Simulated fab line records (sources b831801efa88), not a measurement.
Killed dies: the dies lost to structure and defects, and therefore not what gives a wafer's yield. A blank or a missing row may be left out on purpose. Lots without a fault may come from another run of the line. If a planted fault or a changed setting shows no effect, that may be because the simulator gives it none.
Comparing a struck lot with a sound one | flow sky130 | 43 out of 708 route steps
Sound: the wafers L493.1, L493.2, L493.5. Struck: wafer L499.3 (L499.1, L499.5, from the same lot, were not struck and are left out); the cause is given at the end.
For every step that has rows: the tool of each side, followed by ch and its chambers, followed by its first start. Under that, the readings that differ: sound wafers | struck wafers | difference of the means | sigmas: that difference in standard deviations of wafers without a fault.
alike: same words and numbers on both sides, and readings whose means sit less than 2 such deviations apart. not compared: any withheld reading, any reading some wafer has no value for, any bound like >300 that may hide the same value, and any number with overlapping values for which the record gives no deviation.
Wherever a step has rows on one side only, a row that says differs or no value, or a row with sigmas, the two part there. When numbers do not overlap yet have no deviation, they are printed without sigmas and do not part them. A reading that every wafer of one side lacks parts them only if that side has two wafers or more.

first, 4 steps without rows for these wafers: SKY_VIA3_STRIP_17 (strips in post etch residue remover, time 1200 s); SKY_VIA3_CLEAN_18 (cleans in IPA, time 180 s); SKY_VIA3_CLEAN_19 (cleans in O3/DIW); SKY_VIA3_SPUTTER_20 (material TiN, target thk 20 nm, time 80 s).
SKY_VIA3_CVD_21: deposits W, target thk 390 nm, time 117.31 s.
  sound on cvdW-01 ch 0,1, day 40 17:57; struck on cvdW-01 ch 1, day 42 16:25
  alike: heaterPowerOuterW, heaterPowerW
SKY_VIA3_RS_MEAS_22: measures by four-point-probe.
  sound on filmMetro-02, day 40 18:04; struck on filmMetro-03, day 42 16:33
  alike: VIA3_W_RS
SKY_VIA3_THK_MEAS_23: measures by xrf.
  sound on filmMetro-02, day 40 18:11; struck on filmMetro-03, day 42 16:40
  alike: VIA3_W_THK
then, 3 steps without rows for these wafers: SKY_VIA3_CMP_24 (polishes, stops on SiO2, t overpolish 20 s, target thk 0 nm); SKY_METAL4_SPUTTER_00 (material Ti, target thk 15 nm, time 10 s); SKY_METAL4_SPUTTER_01 (material TiN, target thk 20 nm, time 16.7 s).
SKY_METAL4_SPUTTER_02: material AlCu, target thk 735 nm, time 39.1 s.
  sound on pvdSputter-02, day 40 18:56; struck on pvdSputter-02, day 42 17:05
  alike: throttleValvePct
then, 1 step without rows for these wafers: SKY_METAL4_SPUTTER_03 (material Ti, target thk 5 nm, time 3.3 s).
SKY_METAL4_SPUTTER_04: material TiN, target thk 70 nm, time 58.3 s.
  sound on pvdSputter-02, day 40 18:59; struck on pvdSputter-02, day 42 17:08
  alike: throttleValvePct
then, 1 step without rows for these wafers: SKY_CAP2M_CVD_00 (deposits SiO2, target thk 15.5 nm).
SKY_CAP2M_THK_MEAS_01:
  sound on filmMetro-02, day 40 19:04; struck on filmMetro-03, day 42 17:12
  alike: CAP2M_CVD_00_THK
SKY_CAP2M_SPUTTER_02: material TiN, target thk 200 nm, time 166.7 s.
  sound on pvdSputter-01, day 40 19:07; struck on pvdSputter-01, day 42 17:16
  alike: substrateTempC, throttleValvePct
SKY_CAP2M_RS_MEAS_03: measures by four-point-probe.
  sound on filmMetro-03, day 40 19:14; struck on filmMetro-04, day 42 17:22
  alike: CAP2M_TIN_RS
SKY_CAP2M_THK_MEAS_04: measures by xrf.
  sound on filmMetro-03, day 40 19:21; struck on filmMetro-04, day 42 17:29
  alike: CAP2M_TIN_THK
then, 7 steps without rows for these wafers: SKY_CAP2M_DEHYDRATE_05 (time 60 s); SKY_CAP2M_HMDS_06 (prime time 60 s); SKY_CAP2M_COAT_07 (resist thk 1140 nm); SKY_CAP2M_SOFTBAKE_08 (time 60 s); SKY_CAP2M_EXPOSE_09 (exposes mask CAP2M, target cd 1000 nm); SKY_CAP2M_PEB_10; SKY_CAP2M_DEVELOP_11 (develop time 60 s).
SKY_CAP2M_OVL_MEAS_12:
  sound on overlay-02, day 41 18:31; struck on overlay-02, day 43 16:13
  alike: CAP2M_OVL
SKY_CAP2M_METAL_ETCH_13: etches TiN in Cl2/BCl3, stops on SiO2, target depth 220 nm, time 62.9 s.
  sound on rieMetal-01 ch 0,1, day 41 18:34; struck on rieMetal-04 ch 1, day 43 16:16
reading              | sound                | struck | difference | sigmas
throttleValvePct (%) | 21.898 21.902 21.884 | 21.872 | -0.023     | -2
  alike: chamberPressureMTorr, drypumpMotorCurrentA, heBacksideLeakSccm, oesProductAu
  not compared: rfHoursCounterH
SKY_CAP2M_STRIP_14: strips in O2/N2.
  sound on plasmaAsher-01 ch 0,1, day 41 18:38; struck on plasmaAsher-02 ch 1, day 43 16:25
  alike: chamberPressureMTorr, drypumpMotorCurrentA, oesProductAu, stripTimeToEndpointS
  not compared: rfHoursCounterH
then, 11 steps without rows for these wafers: SKY_CAP2M_STRIP_15 (strips in post etch residue remover, time 1200 s); SKY_CAP2M_CLEAN_16 (cleans in IPA, time 180 s); SKY_CAP2M_CLEAN_17 (cleans in O3/DIW); SKY_METAL4_DEHYDRATE_05 (time 60 s); SKY_METAL4_HMDS_06 (prime time 60 s); SKY_METAL4_COAT_07 (resist thk 60 nm); SKY_METAL4_COAT_08 (resist thk 1140 nm); SKY_METAL4_SOFTBAKE_09 (time 90 s); SKY_METAL4_EXPOSE_10 (exposes mask MM4, target cd 300 nm); SKY_METAL4_PEB_11; SKY_METAL4_DEVELOP_12 (develop time 60 s).
SKY_METAL4_CD_MEAS_13: the cd target is 300 nm.
  sound on cdSem-02, day 42 18:29; struck on cdSem-02, day 44 14:50
  alike: cdNm
SKY_METAL4_OVL_MEAS_14:
  sound on overlay-02, day 42 18:37; struck on overlay-02, day 44 14:58
  alike: METAL4_OVL
then, 1 step without rows for these wafers: SKY_METAL4_DESCUM_15 (chemistry O2, time 8 s).
-- the record jumps here: 4 days lie between the struck wafers' starts before and after (it left off in module METAL4 and takes up again in module PAD_OPEN, whose first step shown is number 708 of the route) --
SKY_PAD_OPEN_PROBE_99:
  sound on prober-01, day 46 14:28; struck on prober-01, day 48 07:47
reading                               | sound             | struck | difference | sigmas
defectLimitedYield (%)                | 81.9 82.5 82.3    | 73.2   | -9.0       | -5
killed_at_M4_up                       | 1 4 2             | 63     | +61        | +32
killedAtFrontEnd                      | 25 20 14          | 8      | -12        | -3
killedDies                            | 89 86 87          | 132    | +45        | +5
killedOnRim                           | 13 11 14          | 29     | +16        | +5
sort_bin_3_pad_short (%)              | 1.0 1.6 0.8       | 5.1    | +4.0       | +9
sort_bin_5_function (%)               | 11.4 10.6 9.8     | 16.5   | +5.9       | +4
sortNPass                             | 403 406 405       | 360    | -45        | -5
sortYieldPct (%)                      | 81.9 82.5 82.3    | 73.2   | -9.0       | -5
model.etest.tester.sortNPass          | 403 406 405       | 360    | -45        | 
model.etest.tester.sortYieldPct (%)   | 81.91 82.52 82.32 | 73.17  | -9.08      | 
model.etest.tester.sort_bin_5_pct (%) | 11.38 10.57 9.756 | 16.46  | +5.89      | 
model.etest.tester.sort_bin_3_pct (%) | 1.016 1.626 0.813 | 5.081  | +3.929     | 
  alike: killed_at_M0_to_M3, killedAtContacts, killedAtOther, killedOpen, killedShort, sort_bin_6_memory

## WHERE THEY PART
Earliest at SKY_CAP2M_METAL_ETCH_13; latest, in this record, at SKY_PAD_OPEN_PROBE_99.

WHY: the cause the simulator had injected
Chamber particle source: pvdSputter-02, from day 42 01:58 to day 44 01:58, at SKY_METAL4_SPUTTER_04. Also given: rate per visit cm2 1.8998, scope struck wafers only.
